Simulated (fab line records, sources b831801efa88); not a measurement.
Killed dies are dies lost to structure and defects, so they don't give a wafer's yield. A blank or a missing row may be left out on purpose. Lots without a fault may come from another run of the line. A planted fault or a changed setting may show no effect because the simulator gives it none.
Which tool did it? | flow sky130 | 6 lots, 18 wafers sampled, at 1 step of a route of 708

WHAT THE GAUGES READ, wafer by wafer
SKY_NWELL_RS_MEAS_29: measures by four-point-probe.
lot  | measured     | on            | NWELL_RS (ohm/sq)
L218 | day 5 18:26  | film_metro-01 | 625.5 624.6 624.6
L220 | day 5 21:20  | film_metro-04 | 626.3 624.7 626.6
L222 | day 6 12:43  | film_metro-03 | 628.6 626.4 627.7
L228 | day 8 14:55  | film_metro-04 | 624.1 625.8 625.5
L238 | day 10 12:20 | film_metro-01 | 623.4 622.5 625.0
L240 | day 11 04:23 | film_metro-04 | 624.9 625.5 624.6

WHICH TOOL RAN EACH LOT (tool, then ch and the chambers of the sampled wafers, then the start)
The record holds no process step before these readings.

THE ANSWER, worked out from the rows above alone
Rule: what is usual is taken from the lots themselves. Put in order of their means at a reading, lots are off if they are a third of the lots or fewer, leave a main group of 4 or more, and stand apart from it by a gap of 3 or more times the standard deviation of the main group's means; of several such gaps the widest counts. A main group whose means are all the same, to the digits that the tables above print for the reading, isn't used. A lot without any number at a reading at which 4 lots or more have one is off too. The other lots that the step has rows for count as sound.
No lot is off at any reading shown: from this, nothing can be told.

WHAT THE SIMULATOR HAD PUT IN
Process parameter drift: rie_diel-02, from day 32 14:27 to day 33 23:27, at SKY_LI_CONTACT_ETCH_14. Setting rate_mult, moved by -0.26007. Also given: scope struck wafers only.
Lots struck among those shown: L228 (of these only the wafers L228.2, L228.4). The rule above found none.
